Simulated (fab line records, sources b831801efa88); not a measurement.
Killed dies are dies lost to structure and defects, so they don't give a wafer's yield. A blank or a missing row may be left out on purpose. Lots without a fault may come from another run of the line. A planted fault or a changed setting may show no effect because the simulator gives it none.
The tool behind it: which one? | flow gf180mcu | at 1 step of a route of 602, 6 lots with 18 wafers sampled

== WHAT THE GAUGES READ, wafer by wafer ==
GF_V2_THK_MEAS_01.
lot  | measured     | on           | V2_CVD_00_THK (nm)
L643 | day 20 07:35 | filmMetro-04 | 589 596 618
L645 | day 21 00:39 | filmMetro-02 | 592 590 612
L648 | day 21 23:27 | filmMetro-02 | 600 605 600
L659 | day 25 18:01 | filmMetro-02 | 597 599 595
L662 | day 26 15:45 | filmMetro-02 | 603 605 596
L664 | day 27 01:27 | filmMetro-04 | 589 589 603

== EACH LOT AND THE TOOL THAT RAN IT (in order: tool; ch and the chambers of the sampled wafers; start) ==
Record: no process step prior to these readings.

== THE ANSWER, worked out from the rows above alone ==
Rule: the lots themselves supply what counts as usual. Put in order of their means at a reading, lots are off if they are a third of the lots or fewer, leave a main group of 4 or more, and stand apart from it by a gap of 3 or more times the standard deviation of the main group's means; of several such gaps the widest counts. Not used: any main group whose means are identical at the precision the tables above print for the reading. A lot without any number at a reading at which 4 lots or more have one is off too. Any other lot the step has rows for is counted as sound.
Nothing can be told from this: no lot is off at any reading shown.

== WHAT THE SIMULATOR HAD PUT IN ==
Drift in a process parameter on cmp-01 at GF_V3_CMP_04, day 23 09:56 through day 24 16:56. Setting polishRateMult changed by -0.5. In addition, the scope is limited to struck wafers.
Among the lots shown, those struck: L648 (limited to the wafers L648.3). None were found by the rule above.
